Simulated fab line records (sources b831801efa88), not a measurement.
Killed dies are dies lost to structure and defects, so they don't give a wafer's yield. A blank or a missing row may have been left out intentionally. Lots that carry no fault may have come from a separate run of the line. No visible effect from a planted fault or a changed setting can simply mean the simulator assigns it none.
2 desks, one fault | flow sky130 | each desk has only its own numbers; what lay behind them comes last

## FOR THE TOOL OWNER'S DESK: pvd_sputter-04
The tool's own readings at SKY_METAL5_SPUTTER_03 (material Ti, target thk 5 nm, time 3.3 s): means of the sampled wafers that have a number, for each lot that ran on this tool. A lot is out of limits, marked OUT, if its mean lies more than 4 standard deviations from the usual mean; the brackets give that distance.
Columns: A = throttle_valve_pct at SKY_METAL5_SPUTTER_03, usual 30.0 %
lot  | first seen here | A
L411 | day 45 12:45    | 29.9
L419 | day 46 15:55    | 29.5
L420 | day 47 00:56    | 30.0
This desk's finding: nothing out of limits on any of the 3 lots.

## AT THE METROLOGY DESK
Lot by lot, what the gauges showed, no matter which tool ran the lot: averages of those sampled wafers that carry a number. A lot is out of limits, marked OUT, if its mean lies more than 4 standard deviations from the usual mean; the brackets give that distance.
Columns: A = VIA4_W_RS at SKY_VIA4_RS_MEAS_19, usual 0.2276 ohm/sq; B = VIA4_W_THK at SKY_VIA4_THK_MEAS_20, usual 505 nm
lot  | first seen here | A      | B
L411 | day 45 12:13    | 0.2250 | 506
L415 | day 45 18:17    | 0.2291 | 499
L419 | day 46 15:19    | 0.2259 | 514
L420 | day 46 23:56    | 0.2273 | 499
L422 | day 47 07:21    | 0.2261 | 513
L425 | day 48 03:19    | 0.2263 | 511
This desk's finding: nothing out of limits on any of the 6 lots.

## ALL TOGETHER
Nothing out of limits was seen by the tool owner's desk.
At the metrology desk, nothing out of limits was observed.

## WHAT THE SIMULATOR PUT IN
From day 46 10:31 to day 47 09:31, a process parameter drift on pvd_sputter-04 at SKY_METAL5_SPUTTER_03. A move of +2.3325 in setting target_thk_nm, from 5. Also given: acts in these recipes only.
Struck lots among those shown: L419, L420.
